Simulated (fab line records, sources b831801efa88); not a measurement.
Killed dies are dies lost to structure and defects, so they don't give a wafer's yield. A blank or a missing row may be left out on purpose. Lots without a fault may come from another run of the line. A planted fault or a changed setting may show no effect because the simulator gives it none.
fab line records | flow sky130
record lots=5 wafers=15 last_day=50
route steps=708 shown VT_ADJUST_LVTN@105 VT_ADJUST_NCORE@119 VT_ADJUST_HVTR@131
lots that met no fault: from a run of the same line without faults
start_h: hours from the record's first day to the start of the lot's first wafer shown | wait_h: hours since the lot's step before | " the same as in the row above | L1.1+2: a row that stands for several wafers | - no value, or no start given | * or withheld: withheld | < > ~ a bound
route shown NAME@n: a module of which the file shows steps, and the number in the route of the first | usual: mean/standard deviation of fault-free wafers | same: alike in all rows | chamber/n: place in a boat | sites: the reading at each site | _std_site: their standard deviation | _edge_site: outer sites' mean less inner sites' | radius_mm: how far each site lies from the wafer's centre | mask NAME#n: copy n | behind: the tool/chamber that last shaped the wafer | hold: why the lot was held/for how many hours/how that ended | device: the transistor (n, p or np) that didn't switch | end of line: the same wafers' tests at the end of the route | a step without rows: its recipe alone | killed: dies lost to structure and defects at the first sort, not the wafer's yield | map: a wafer's dies, x killed, . not, _ none there
set.NAME: the setting as run; set.NAME@STEP: as run at that earlier step | model.NAME: the simulator's own value behind a step, which no gauge read
lots at some steps of the route; a table a step, a row a wafer
services: from which hour (start_h, from the record's first day; less than 0 if before it) a tool's chamber was out of use, for how many hours, and why
## steps
# step SKY_VT_ADJUST_LVTN_IMPLANT_08
# recipe species=B energy_kev=30 dose_cm2=1.57e+12 tilt_deg=withheld
# usual faraday_current_uA=8.87/0.18
# columns lot.wafer tool chamber start_h wait_h faraday_current_uA
L074.1 implanter-04 0 147.31 0.0 8.83
L074.3 " 0 " " 8.80
L074.4 " 0 " " 8.79
L077.1 implanter-03 0 167.89 0.0 8.94
L077.2 " 0 " " 8.88
L077.4 " 0 " " 8.61
L080.2 implanter-01 0 184.65 0.0 8.67
L080.5 " 0 " " 8.71
L080.6 " 0 " " 8.62
L085.1 implanter-01 0 220.41 0.0 8.67
L085.2 " 0 " " 8.75
L085.3 " 0 " " 8.49
L090.4 implanter-03 0 252.57 0.1 9.12
L090.5 " 0 " " 9.05
L090.6 " 0 " " 8.90
# step SKY_VT_ADJUST_LVTN_STRIP_09
# recipe chemistry=O2/N2 power_w=1400 pressure_mtorr=1500 platen_temp_c=withheld o2_flow_sccm=3000 n2_flow_sccm=300 overash_fraction=0.5
# usual drypump_motor_current_A=5.6/0.4 oes_product_au=0.723/0.0048 strip_time_to_endpoint_s=36.93/0.1
# columns lot.wafer tool chamber start_h wait_h drypump_motor_current_A oes_product_au rf_hours_counter_h strip_time_to_endpoint_s
L074.1 plasma_asher-01 1 147.46 0.1 5.1 0.722 49 36.91
L074.3 " 0 " " 6.0 0.724 - 36.93
L074.4 " 1 " " 5.1 0.720 - 36.89
L077.1 plasma_asher-03 0 168.04 0.1 5.5 0.723 48 36.99
L077.2 " 1 " " 5.2 0.725 48 37.08
L077.4 " 0 " " 5.5 0.724 - 36.90
L080.2 plasma_asher-01 1 184.78 0.1 5.1 0.718 53 37.06
L080.5 " 0 " " 6.0 0.720 - 37.03
L080.6 " 1 " " 5.1 0.710 - 37.03
L085.1 plasma_asher-02 0 220.56 0.1 6.0 0.722 10 36.88
L085.2 " 1 " " 6.1 0.720 10 36.95
L085.3 " 1 " " 6.1 0.725 - 36.98
L090.4 plasma_asher-03 0 252.68 0.1 5.4 0.724 - 36.87
L090.5 " 1 " " 5.2 0.715 - 36.79
L090.6 " 0 " " 5.4 0.727 - 36.77
# step SKY_VT_ADJUST_LVTN_TW_MEAS_10
# usual VT_ADJUST_LVTN_TW=241.5/1.7
# columns lot.wafer tool chamber start_h wait_h VT_ADJUST_LVTN_TW
L074.1 film_metro-04 - 147.56 0.1 241.6
L074.3 " - " " 241.4
L074.4 " - " " 243.5
L077.1 film_metro-01 - 168.14 0.1 238.6
L077.2 " - " " 239.4
L077.4 " - " " 238.8
L080.2 film_metro-01 - 184.89 0.1 239.9
L080.5 " - " " 240.1
L080.6 " - " " 240.6
L085.1 film_metro-04 - 220.66 0.1 240.6
L085.2 " - " " 241.4
L085.3 " - " " 239.9
L090.4 film_metro-01 - 252.77 0.1 239.5
L090.5 " - " " 240.0
L090.6 " - " " 240.0
# step SKY_VT_ADJUST_LVTN_DEHYDRATE_11
# recipe temp_c=200 time_s=60
# usual chill_plate_temp_C=22.99/0.11
# columns lot.wafer tool chamber start_h wait_h chill_plate_temp_C
L074.1 litho_track-02 0 157.31 9.7 22.99
L074.3 " 0 " " 23.03
L074.4 " 0 " " 22.93
L077.1 litho_track-02 0 177.91 9.8 22.97
L077.2 " 0 " " 23.04
L077.4 " 0 " " 22.84
L080.2 litho_track-04 0 195.69 10.8 22.90
L080.5 " 0 " " 23.02
L080.6 " 0 " " 23.03
L085.1 litho_track-03 0 231.29 10.6 23.12
L085.2 " 0 " " 22.80
L085.3 " 0 " " 23.01
L090.4 litho_track-03 0 264.52 11.7 23.01
L090.5 " 0 " " 23.19
L090.6 " 0 " " 23.08
# step SKY_VT_ADJUST_LVTN_HMDS_12
# recipe prime_time_s=60 prime_temp_c=120
# usual chill_plate_temp_C=23.01/0.093
# columns lot.wafer tool chamber start_h wait_h chill_plate_temp_C
L074.1 litho_track-02 0 157.46 0.1 22.97
L074.3 " 0 " " 23.19
L074.4 " 0 " " 22.95
L077.1 litho_track-02 0 178.06 0.1 22.96
L077.2 " 0 " " 23.02
L077.4 " 0 " " 22.80
L080.2 litho_track-04 0 195.84 0.1 23.07
L080.5 " 0 " " 23.09
L080.6 " 0 " " 23.03
L085.1 litho_track-03 0 231.44 0.1 23.16
L085.2 " 0 " " 23.06
L085.3 " 0 " " 23.01
L090.4 litho_track-03 0 264.67 0.1 23.07
L090.5 " 0 " " 22.98
L090.6 " 0 " " 23.12
# step SKY_VT_ADJUST_LVTN_COAT_13
# recipe resist=NOVOLAK spin_rpm=3000 resist_thk_nm=1140
# usual chill_plate_temp_C=22.99/0.11
# columns lot.wafer tool chamber start_h wait_h chill_plate_temp_C
L074.1 litho_track-02 0 157.61 0.1 22.84
L074.3 " 0 " " 22.99
L074.4 " 0 " " 22.92
L077.1 litho_track-02 0 178.21 0.1 22.96
L077.2 " 0 " " 22.94
L077.4 " 0 " " 23.01
L080.2 litho_track-04 0 195.99 0.1 22.96
L080.5 " 0 " " 22.94
L080.6 " 0 " " 22.77
L085.1 litho_track-03 0 231.59 0.1 23.13
L085.2 " 0 " " 22.98
L085.3 " 0 " " 22.86
L090.4 litho_track-03 0 264.82 0.1 23.16
L090.5 " 0 " " 23.03
L090.6 " 0 " " 23.06
# step SKY_VT_ADJUST_LVTN_SOFTBAKE_14
# recipe temp_c=90 time_s=60 resist=NOVOLAK
# usual chill_plate_temp_C=23.00/0.11
# columns lot.wafer tool chamber start_h wait_h chill_plate_temp_C
L074.1 litho_track-02 0 157.76 0.1 23.15
L074.3 " 0 " " 23.15
L074.4 " 0 " " 23.25
L077.1 litho_track-02 0 178.36 0.1 22.81
L077.2 " 0 " " 23.01
L077.4 " 0 " " 22.96
L080.2 litho_track-04 0 196.14 0.1 22.89
L080.5 " 0 " " 22.95
L080.6 " 0 " " 22.92
L085.1 litho_track-03 0 231.74 0.1 23.05
L085.2 " 0 " " 23.25
L085.3 " 0 " " 23.11
L090.4 litho_track-03 0 264.97 0.1 22.93
L090.5 " 0 " " 23.02
L090.6 " 0 " " 23.03
# step SKY_VT_ADJUST_LVTN_EXPOSE_15
# recipe mask_id=HVN_STD_DERIVED na=0.6 source_shape=conventional sigma_outer=0.6 polarization=unpolarized target_cd_nm=600 dose_mj=163
# same sigma_outer=0.6
# columns lot.wafer tool chamber start_h wait_h mask
L074.1+3+4 iline_stepper-02 0 - - HVN_STD_DERIVED#0
L077.1+2+4 iline_stepper-01 0 - - HVN_STD_DERIVED#0
L080.2+5+6 iline_stepper-02 0 - - HVN_STD_DERIVED#0
L085.1+2+3 iline_stepper-01 0 - - HVN_STD_DERIVED#0
L090.4+5+6 iline_stepper-01 0 - - HVN_STD_DERIVED#0
# step SKY_VT_ADJUST_LVTN_PEB_16
# recipe temp_c=withheld time_s=* resist=NOVOLAK
# usual chill_plate_temp_C=*
# columns lot.wafer tool chamber start_h wait_h chill_plate_temp_C
L074.1 litho_track-03 0 - - *
L074.3 " 0 " " *
L074.4 " 0 " " *
L077.1 litho_track-02 0 - - *
L077.2 " 0 " " *
L077.4 " 0 " " *
L080.2 litho_track-03 0 - - *
L080.5 " 0 " " *
L080.6 " 0 " " *
L085.1 litho_track-03 0 - - *
L085.2 " 0 " " *
L085.3 " 0 " " *
L090.4 litho_track-02 0 - - *
L090.5 " 0 " " *
L090.6 " 0 " " *
# step SKY_VT_ADJUST_LVTN_DEVELOP_17
# recipe resist=NOVOLAK developer=TMAH develop_time_s=60 dev_temp_c=23
# usual chill_plate_temp_C=22.99/0.11
# columns lot.wafer tool chamber start_h wait_h chill_plate_temp_C
L074.1 litho_track-03 0 167.89 0.1 23.04
L074.3 " 0 " " 23.22
L074.4 " 0 " " 23.18
L077.1 litho_track-02 0 189.16 0.1 22.93
L077.2 " 0 " " 23.03
L077.4 " 0 " " 23.12
L080.2 litho_track-03 0 206.72 0.1 22.96
L080.5 " 0 " " 23.00
L080.6 " 0 " " 23.11
L085.1 litho_track-03 0 243.04 0.1 23.03
L085.2 " 0 " " 22.94
L085.3 " 0 " " 22.92
L090.4 litho_track-02 0 275.83 0.1 22.91
L090.5 " 0 " " 22.83
L090.6 " 0 " " 22.80
# step SKY_VT_ADJUST_LVTN_OVL_MEAS_18
# usual VT_ADJUST_LVTN_01_OVL=0.4/1.4
# columns lot.wafer tool chamber start_h wait_h VT_ADJUST_LVTN_01_OVL[nm]
L074.1 overlay-01 - 168.04 0.1 2.9
L074.3 " - " " -0.8
L074.4 " - " " -0.5
L077.1 overlay-01 - 189.31 0.1 2.8
L077.2 " - " " 5.2
L077.4 " - " " 2.8
L080.2 overlay-02 - 206.85 0.1 1.7
L080.5 " - " " 1.4
L080.6 " - " " -1.6
L085.1 overlay-02 - 243.19 0.1 -1.1
L085.2 " - " " -0.4
L085.3 " - " " 1.0
L090.4 overlay-01 - 275.92 0.1 0.7
L090.5 " - " " 0.6
L090.6 " - " " 0.9
# step SKY_VT_ADJUST_LVTN_IMPLANT_19
# recipe species=B energy_kev=30 dose_cm2=6.5e+11 tilt_deg=withheld
# usual faraday_current_uA=3.68/0.074
# columns lot.wafer tool chamber start_h wait_h faraday_current_uA
L074.1 implanter-01 0 168.08 0.0 3.63
L074.3 " 0 " " 3.71
L074.4 " 0 " " 3.62
L077.1 implanter-04 0 189.34 0.0 3.59
L077.2 " 0 " " 3.66
L077.4 " 0 " " 3.79
L080.2 implanter-01 0 206.90 0.0 3.68
L080.5 " 0 " " 3.74
L080.6 " 0 " " 3.65
L085.1 implanter-01 0 243.23 0.0 3.81
L085.2 " 0 " " 3.67
L085.3 " 0 " " 3.74
L090.4 implanter-04 0 276.02 0.1 3.70
L090.5 " 0 " " 3.76
L090.6 " 0 " " 3.55
# step SKY_VT_ADJUST_LVTN_STRIP_20
# recipe chemistry=O2/N2 power_w=1400 pressure_mtorr=1500 platen_temp_c=withheld o2_flow_sccm=3000 n2_flow_sccm=300 overash_fraction=0.5
# usual drypump_motor_current_A=5.7/0.39 oes_product_au=0.716/0.0041 strip_time_to_endpoint_s=14.16/0.048
# columns lot.wafer tool chamber start_h wait_h drypump_motor_current_A oes_product_au rf_hours_counter_h strip_time_to_endpoint_s
L074.1 plasma_asher-01 0 168.23 0.1 6.0 0.717 51 14.12
L074.3 " 1 " " 5.1 0.711 - 14.09
L074.4 " 0 " " 6.0 0.719 - 14.11
L077.1 plasma_asher-02 1 189.49 0.1 6.1 0.721 7 14.13
L077.2 " 0 " " 5.9 0.723 7 14.13
L077.4 " 1 " " 6.1 0.707 - 14.10
L080.2 plasma_asher-01 0 207.03 0.1 6.0 0.717 55 14.15
L080.5 " 1 " " 5.1 0.711 - 14.17
L080.6 " 0 " " 6.0 0.710 - 14.21
L085.1 plasma_asher-03 1 243.38 0.1 5.2 0.715 55 14.13
L085.2 " 0 " " 5.4 0.719 55 14.15
L085.3 " 1 " " 5.2 0.714 - 14.12
L090.4 plasma_asher-02 0 276.13 0.1 6.0 0.718 - 14.16
L090.5 " 1 " " 6.2 0.714 - 14.16
L090.6 " 0 " " 6.0 0.718 - 14.12
# step SKY_VT_ADJUST_LVTN_TW_MEAS_21
# usual VT_ADJUST_LVTN_2_TW=187.9/1.4
# columns lot.wafer tool chamber start_h wait_h VT_ADJUST_LVTN_2_TW
L074.1 film_metro-04 - 168.33 0.1 188.0
L074.3 " - " " 187.7
L074.4 " - " " 188.0
L077.1 film_metro-04 - 189.59 0.1 188.3
L077.2 " - " " 187.4
L077.4 " - " " 187.9
L080.2 film_metro-01 - 207.14 0.1 186.0
L080.5 " - " " 186.3
L080.6 " - " " 186.6
L085.1 film_metro-03 - 243.48 0.1 190.5
L085.2 " - " " 190.6
L085.3 " - " " 189.3
L090.4 film_metro-04 - 276.22 0.1 187.1
L090.5 " - " " 188.2
L090.6 " - " " 188.5
# step SKY_VT_ADJUST_NCORE_DEHYDRATE_00
# recipe temp_c=200 time_s=60
# usual chill_plate_temp_C=23.00/0.1
# columns lot.wafer tool chamber start_h wait_h chill_plate_temp_C
L074.1 litho_track-04 0 178.27 9.9 23.13
L074.3 " 0 " " 22.96
L074.4 " 0 " " 23.07
L077.1 litho_track-04 0 199.72 10.1 23.07
L077.2 " 0 " " 22.96
L077.4 " 0 " " 23.14
L080.2 litho_track-04 0 218.49 11.3 23.03
L080.5 " 0 " " 23.17
L080.6 " 0 " " 22.91
L085.1 litho_track-02 0 254.31 10.8 22.80
L085.2 " 0 " " 22.86
L085.3 " 0 " " 22.76
L090.4 litho_track-02 0 289.13 12.9 22.87
L090.5 " 0 " " 22.90
L090.6 " 0 " " 22.90
# step SKY_VT_ADJUST_NCORE_HMDS_01
# recipe prime_time_s=60 prime_temp_c=120
# usual chill_plate_temp_C=23.02/0.1
# columns lot.wafer tool chamber start_h wait_h chill_plate_temp_C
L074.1 litho_track-04 0 178.42 0.1 23.07
L074.3 " 0 " " 23.26
L074.4 " 0 " " 23.10
L077.1 litho_track-04 0 199.87 0.1 22.98
L077.2 " 0 " " 23.02
L077.4 " 0 " " 22.94
L080.2 litho_track-04 0 218.64 0.1 23.02
L080.5 " 0 " " 23.11
L080.6 " 0 " " 22.93
L085.1 litho_track-02 0 254.46 0.1 22.94
L085.2 " 0 " " 22.98
L085.3 " 0 " " 23.04
L090.4 litho_track-02 0 289.28 0.1 23.19
L090.5 " 0 " " 23.22
L090.6 " 0 " " 23.13
# step SKY_VT_ADJUST_NCORE_COAT_02
# recipe resist=NOVOLAK spin_rpm=3000 resist_thk_nm=1140
# usual chill_plate_temp_C=23.00/0.11
# columns lot.wafer tool chamber start_h wait_h chill_plate_temp_C
L074.1 litho_track-04 0 178.57 0.1 22.91
L074.3 " 0 " " 22.87
L074.4 " 0 " " 22.84
L077.1 litho_track-04 0 200.02 0.1 22.89
L077.2 " 0 " " 22.86
L077.4 " 0 " " 22.84
L080.2 litho_track-04 0 218.79 0.1 22.95
L080.5 " 0 " " 23.01
L080.6 " 0 " " 23.07
L085.1 litho_track-02 0 254.61 0.1 23.03
L085.2 " 0 " " 22.93
L085.3 " 0 " " 22.98
L090.4 litho_track-02 0 289.43 0.1 22.95
L090.5 " 0 " " 23.14
L090.6 " 0 " " 23.13
# step SKY_VT_ADJUST_NCORE_SOFTBAKE_03
# recipe temp_c=90 time_s=60 resist=NOVOLAK
# usual chill_plate_temp_C=23.03/0.097
# columns lot.wafer tool chamber start_h wait_h chill_plate_temp_C
L074.1 litho_track-04 0 178.72 0.1 22.99
L074.3 " 0 " " 23.05
L074.4 " 0 " " 22.90
L077.1 litho_track-04 0 200.17 0.1 23.08
L077.2 " 0 " " 23.13
L077.4 " 0 " " 22.99
L080.2 litho_track-04 0 218.94 0.1 22.95
L080.5 " 0 " " 22.81
L080.6 " 0 " " 22.88
L085.1 litho_track-02 0 254.76 0.1 22.95
L085.2 " 0 " " 22.98
L085.3 " 0 " " 22.95
L090.4 litho_track-02 0 289.58 0.1 23.01
L090.5 " 0 " " 23.03
L090.6 " 0 " " 22.83
# step SKY_VT_ADJUST_NCORE_EXPOSE_04
# recipe mask_id=LVTN_COMPLEMENT_THIN na=0.6 source_shape=conventional sigma_outer=0.6 polarization=unpolarized target_cd_nm=380 dose_mj=139
# same sigma_outer=0.6
# columns lot.wafer tool chamber start_h wait_h mask
L074.1+3+4 iline_stepper-02 0 - - LVTN_COMPLEMENT_THIN#0
L077.1+2+4 iline_stepper-01 0 - - LVTN_COMPLEMENT_THIN#0
L080.2+5+6 iline_stepper-02 0 - - LVTN_COMPLEMENT_THIN#0
L085.1+2+3 iline_stepper-02 0 - - LVTN_COMPLEMENT_THIN#0
L090.4+5+6 iline_stepper-02 0 - - LVTN_COMPLEMENT_THIN#0
# step SKY_VT_ADJUST_NCORE_PEB_05
# recipe temp_c=withheld time_s=* resist=NOVOLAK
# usual chill_plate_temp_C=*
# columns lot.wafer tool chamber start_h wait_h chill_plate_temp_C
L074.1 litho_track-02 0 - - *
L074.3 " 0 " " *
L074.4 " 0 " " *
L077.1 litho_track-01 0 - - *
L077.2 " 0 " " *
L077.4 " 0 " " *
L080.2 litho_track-02 0 - - *
L080.5 " 0 " " *
L080.6 " 0 " " *
L085.1 litho_track-01 0 - - *
L085.2 " 0 " " *
L085.3 " 0 " " *
L090.4 litho_track-04 0 - - *
L090.5 " 0 " " *
L090.6 " 0 " " *
# step SKY_VT_ADJUST_NCORE_DEVELOP_06
# recipe resist=NOVOLAK developer=TMAH develop_time_s=60 dev_temp_c=23
# usual chill_plate_temp_C=23.01/0.11
# columns lot.wafer tool chamber start_h wait_h chill_plate_temp_C
L074.1 litho_track-02 0 189.46 0.1 23.19
L074.3 " 0 " " 22.93
L074.4 " 0 " " 22.99
L077.1 litho_track-01 0 211.51 0.1 23.07
L077.2 " 0 " " 22.99
L077.4 " 0 " " 23.09
L080.2 litho_track-02 0 230.18 0.1 22.98
L080.5 " 0 " " 22.95
L080.6 " 0 " " 23.03
L085.1 litho_track-01 0 266.51 0.1 23.10
L085.2 " 0 " " 23.05
L085.3 " 0 " " 22.94
L090.4 litho_track-04 0 301.64 0.1 22.88
L090.5 " 0 " " 22.83
L090.6 " 0 " " 22.89
# step SKY_VT_ADJUST_NCORE_CD_MEAS_07
# recipe target_cd_nm=380
# usual cd_nm=380/3.1
# columns lot.wafer tool chamber start_h wait_h cd_nm
L074.1 cd_sem-02 - 189.61 0.1 381
L074.3 " - " " 380
L074.4 " - " " 382
L077.1 cd_sem-02 - 211.66 0.1 384
L077.2 " - " " 380
L077.4 " - " " 382
L080.2 cd_sem-01 - 230.33 0.1 380
L080.5 " - " " 382
L080.6 " - " " 379
L085.1 cd_sem-01 - 266.66 0.1 382
L085.2 " - " " 384
L085.3 " - " " 384
L090.4 cd_sem-02 - 301.78 0.1 378
L090.5 " - " " 381
L090.6 " - " " 380
# step SKY_VT_ADJUST_NCORE_OVL_MEAS_08
# usual VT_ADJUST_NCORE_OVL=0.0/1.2
# columns lot.wafer tool chamber start_h wait_h VT_ADJUST_NCORE_OVL[nm]
L074.1 overlay-02 - 189.73 0.1 -1.4
L074.3 " - " " -0.4
L074.4 " - " " -0.3
L077.1 overlay-01 - 211.78 0.1 -1.0
L077.2 " - " " -1.4
L077.4 " - " " -0.3
L080.2 overlay-02 - 230.43 0.1 -2.4
L080.5 " - " " -1.8
L080.6 " - " " -2.4
L085.1 overlay-01 - 266.78 0.1 -0.6
L085.2 " - " " 0.6
L085.3 " - " " -1.1
L090.4 overlay-02 - 301.86 0.1 0.3
L090.5 " - " " -0.7
L090.6 " - " " 1.2
# step SKY_VT_ADJUST_NCORE_IMPLANT_09
# recipe species=B energy_kev=10 dose_cm2=2.4e+12 tilt_deg=withheld
# usual faraday_current_uA=13.51/0.27
# columns lot.wafer tool chamber start_h wait_h faraday_current_uA
L074.1 implanter-02 0 189.76 0.0 13.26
L074.3 " 0 " " 13.62
L074.4 " 0 " " 13.54
L077.1 implanter-03 0 211.82 0.0 13.82
L077.2 " 0 " " 13.90
L077.4 " 0 " " 12.99
L080.2 implanter-01 0 230.87 0.4 13.42
L080.5 " 0 " " 13.60
L080.6 " 0 " " 13.41
L085.1 implanter-02 0 266.82 0.0 13.59
L085.2 " 0 " " 13.60
L085.3 " 0 " " 13.15
L090.4 implanter-01 0 301.95 0.1 13.61
L090.5 " 0 " " 13.71
L090.6 " 0 " " 13.60
# step SKY_VT_ADJUST_NCORE_STRIP_10
# recipe chemistry=O2/N2 power_w=1400 pressure_mtorr=1500 platen_temp_c=withheld o2_flow_sccm=3000 n2_flow_sccm=300 overash_fraction=0.5
# usual drypump_motor_current_A=5.7/0.41 oes_product_au=0.716/0.0049 strip_time_to_endpoint_s=14.17/0.051
# columns lot.wafer tool chamber start_h wait_h drypump_motor_current_A oes_product_au rf_hours_counter_h strip_time_to_endpoint_s
L074.1 plasma_asher-02 0 189.91 0.1 6.0 0.717 7 14.27
L074.3 " 1 " " 6.1 0.714 - 14.24
L074.4 " 0 " " 6.0 0.711 - 14.22
L077.1 plasma_asher-04 0 211.97 0.1 5.3 0.711 38 14.21
L077.2 " 1 " " 6.1 0.719 38 14.13
L077.4 " 1 " " 6.1 0.725 - 14.19
L080.2 plasma_asher-02 0 231.00 0.1 5.9 0.711 11 14.26
L080.5 " 1 " " 6.1 0.713 - 14.19
L080.6 " 0 " " 5.9 0.717 - 14.20
L085.1 plasma_asher-03 0 266.97 0.1 5.5 0.716 58 14.14
L085.2 " 1 " " 5.2 0.714 58 14.13
L085.3 " 1 " " 5.2 0.718 - 14.18
L090.4 plasma_asher-04 1 302.06 0.1 6.1 0.715 - 14.11
L090.5 " 0 " " 5.2 0.720 - 14.06
L090.6 " 1 " " 6.1 0.717 - 14.10
# step SKY_VT_ADJUST_NCORE_TW_MEAS_11
# usual VT_ADJUST_NCORE_TW=220.4/1.3
# columns lot.wafer tool chamber start_h wait_h VT_ADJUST_NCORE_TW
L074.1 film_metro-02 - 190.01 0.1 222.3
L074.3 " - " " 221.7
L074.4 " - " " 222.0
L077.1 film_metro-04 - 212.07 0.1 218.3
L077.2 " - " " 218.5
L077.4 " - " " 218.8
L080.2 film_metro-02 - 231.11 0.1 222.3
L080.5 " - " " 222.6
L080.6 " - " " 221.9
L085.1 film_metro-04 - 267.07 0.1 219.6
L085.2 " - " " 219.2
L085.3 " - " " 219.2
L090.4 film_metro-04 - 302.15 0.1 219.0
L090.5 " - " " 220.2
L090.6 " - " " 220.3
# step SKY_VT_ADJUST_HVTR_DEHYDRATE_00
# recipe temp_c=200 time_s=60
# usual chill_plate_temp_C=22.97/0.1
# columns lot.wafer tool chamber start_h wait_h chill_plate_temp_C
L074.1 litho_track-04 0 200.32 10.3 22.96
L074.3 " 0 " " 22.93
L074.4 " 0 " " 23.00
L077.1 litho_track-03 0 223.24 11.2 23.07
L077.2 " 0 " " 23.11
L077.4 " 0 " " 23.05
L080.2 litho_track-03 0 242.02 10.9 22.97
L080.5 " 0 " " 22.97
L080.6 " 0 " " 22.92
L085.1 litho_track-01 0 278.16 11.1 23.11
L085.2 " 0 " " 22.94
L085.3 " 0 " " 22.98
L090.4 litho_track-04 0 314.64 12.5 23.10
L090.5 " 0 " " 23.02
L090.6 " 0 " " 22.84
# step SKY_VT_ADJUST_HVTR_HMDS_01
# recipe prime_time_s=60 prime_temp_c=120
# usual chill_plate_temp_C=23.00/0.11
# columns lot.wafer tool chamber start_h wait_h chill_plate_temp_C
L074.1 litho_track-04 0 200.47 0.1 22.93
L074.3 " 0 " " 23.03
L074.4 " 0 " " 22.98
L077.1 litho_track-03 0 223.39 0.1 23.08
L077.2 " 0 " " 22.98
L077.4 " 0 " " 22.85
L080.2 litho_track-03 0 242.17 0.1 22.90
L080.5 " 0 " " 23.15
L080.6 " 0 " " 22.96
L085.1 litho_track-01 0 278.31 0.1 23.13
L085.2 " 0 " " 23.01
L085.3 " 0 " " 23.13
L090.4 litho_track-04 0 314.79 0.1 22.92
L090.5 " 0 " " 23.06
L090.6 " 0 " " 22.92
# step SKY_VT_ADJUST_HVTR_COAT_02
# recipe resist=NOVOLAK spin_rpm=3000 resist_thk_nm=1140
# usual chill_plate_temp_C=22.97/0.11
# columns lot.wafer tool chamber start_h wait_h chill_plate_temp_C
L074.1 litho_track-04 0 200.62 0.1 22.95
L074.3 " 0 " " 23.03
L074.4 " 0 " " 22.97
L077.1 litho_track-03 0 223.54 0.1 23.22
L077.2 " 0 " " 22.94
L077.4 " 0 " " 23.08
L080.2 litho_track-03 0 242.32 0.1 22.69
L080.5 " 0 " " 22.96
L080.6 " 0 " " 22.98
L085.1 litho_track-01 0 278.46 0.1 22.70
L085.2 " 0 " " 22.89
L085.3 " 0 " " 22.90
L090.4 litho_track-04 0 314.94 0.1 22.97
L090.5 " 0 " " 22.86
L090.6 " 0 " " 22.92
# step SKY_VT_ADJUST_HVTR_SOFTBAKE_03
# recipe temp_c=90 time_s=60 resist=NOVOLAK
# usual chill_plate_temp_C=22.99/0.11
# columns lot.wafer tool chamber start_h wait_h chill_plate_temp_C
L074.1 litho_track-04 0 200.77 0.1 23.04
L074.3 " 0 " " 22.98
L074.4 " 0 " " 22.97
L077.1 litho_track-03 0 223.69 0.1 23.02
L077.2 " 0 " " 23.04
L077.4 " 0 " " 22.89
L080.2 litho_track-03 0 242.47 0.1 23.06
L080.5 " 0 " " 22.94
L080.6 " 0 " " 23.14
L085.1 litho_track-01 0 278.61 0.1 22.92
L085.2 " 0 " " 23.09
L085.3 " 0 " " 23.01
L090.4 litho_track-04 0 315.09 0.1 22.98
L090.5 " 0 " " 23.14
L090.6 " 0 " " 23.12
# step SKY_VT_ADJUST_HVTR_EXPOSE_04
# recipe mask_id=HVTRM target_cd_nm=380 na=0.6 source_shape=conventional sigma_outer=0.6 dose_mj=150
# same sigma_outer=0.6
# columns lot.wafer tool chamber start_h wait_h mask
L074.1+3+4 iline_stepper-01 0 - - HVTRM#0
L077.1+2+4 iline_stepper-02 0 - - HVTRM#0
L080.2+5+6 iline_stepper-02 0 - - HVTRM#0
L085.1+2+3 iline_stepper-01 0 - - HVTRM#0
L090.4+5+6 iline_stepper-01 0 - - HVTRM#0
# step SKY_VT_ADJUST_HVTR_PEB_05
# recipe temp_c=withheld time_s=* resist=NOVOLAK
# usual chill_plate_temp_C=*
# columns lot.wafer tool chamber start_h wait_h chill_plate_temp_C
L074.1 litho_track-01 0 - - *
L074.3 " 0 " " *
L074.4 " 0 " " *
L077.1 litho_track-03 0 - - *
L077.2 " 0 " " *
L077.4 " 0 " " *
L080.2 litho_track-04 0 - - *
L080.5 " 0 " " *
L080.6 " 0 " " *
L085.1 litho_track-04 0 - - *
L085.2 " 0 " " *
L085.3 " 0 " " *
L090.4 litho_track-01 0 - - *
L090.5 " 0 " " *
L090.6 " 0 " " *
# step SKY_VT_ADJUST_HVTR_DEVELOP_06
# recipe develop_time_s=60 dev_temp_c=23
# usual chill_plate_temp_C=23.01/0.1
# columns lot.wafer tool chamber start_h wait_h chill_plate_temp_C
L074.1 litho_track-01 0 212.11 0.1 23.11
L074.3 " 0 " " 22.89
L074.4 " 0 " " 23.11
L077.1 litho_track-03 0 235.34 0.1 22.94
L077.2 " 0 " " 22.81
L077.4 " 0 " " 22.88
L080.2 litho_track-04 0 253.94 0.1 23.13
L080.5 " 0 " " 23.09
L080.6 " 0 " " 22.95
L085.1 litho_track-04 0 291.97 0.1 23.07
L085.2 " 0 " " 22.99
L085.3 " 0 " " 23.28
L090.4 litho_track-01 0 328.14 0.1 22.85
L090.5 " 0 " " 22.87
L090.6 " 0 " " 22.88
# step SKY_VT_ADJUST_HVTR_CD_MEAS_07
# recipe target_cd_nm=380
# usual cd_nm=379.6/2.4
# columns lot.wafer tool chamber start_h wait_h cd_nm
L074.1 cd_sem-01 - 212.26 0.1 378.6
L074.3 " - " " 376.2
L074.4 " - " " 374.8
L077.1 cd_sem-02 - 235.49 0.1 380.9
L077.2 " - " " 379.8
L077.4 " - " " 382.0
L080.2 cd_sem-01 - 254.09 0.1 375.6
L080.5 " - " " 380.2
L080.6 " - " " 376.1
L085.1 cd_sem-02 - 292.12 0.1 380.8
L085.2 " - " " 378.5
L085.3 " - " " 378.7
L090.4 cd_sem-01 - 328.27 0.1 380.5
L090.5 " - " " 382.6
L090.6 " - " " 382.8
# step SKY_VT_ADJUST_HVTR_OVL_MEAS_08
# usual VT_ADJUST_HVTR_OVL=0.3/1.2
# columns lot.wafer tool chamber start_h wait_h VT_ADJUST_HVTR_OVL[nm]
L074.1 overlay-02 - 212.38 0.1 -0.1
L074.3 " - " " -0.5
L074.4 " - " " 1.1
L077.1 overlay-02 - 235.61 0.1 -0.8
L077.2 " - " " -1.7
L077.4 " - " " -1.6
L080.2 overlay-01 - 254.20 0.1 -1.3
L080.5 " - " " 2.2
L080.6 " - " " 2.1
L085.1 overlay-01 - 292.24 0.1 -0.1
L085.2 " - " " 1.1
L085.3 " - " " 1.6
L090.4 overlay-02 - 328.35 0.1 -0.9
L090.5 " - " " -0.9
L090.6 " - " " -0.2
## services
# columns tool chamber start_h hours kind
plasma_asher-04 - 133.93 1.1 repair
implanter-02 - 146.85 1.4 repair
implanter-04 - 151.08 5.8 repair
iline_stepper-02 - 166.48 1.7 pm
implanter-02 - 172.55 4.2 pm
implanter-01 - 187.36 3.7 pm
iline_stepper-01 - 212.88 1.7 pm
implanter-03 - 220.81 15.0 repair
iline_stepper-02 - 224.72 2.1 pm
iline_stepper-02 - 226.80 - consumable_replace:lamp
iline_stepper-01 - 227.27 4.4 pm
implanter-02 - 228.54 6.7 repair
iline_stepper-02 0 233.01 - calibration
implanter-02 - 237.43 7.6 pm
plasma_asher-03 - 259.87 3.2 repair
implanter-04 - 268.79 2.4 repair
implanter-04 - 282.81 3.8 pm
plasma_asher-04 - 286.27 1.5 repair
plasma_asher-03 - 310.19 1.2 repair
iline_stepper-01 0 312.51 - calibration
iline_stepper-02 - 326.94 1.6 repair
## key
fault none
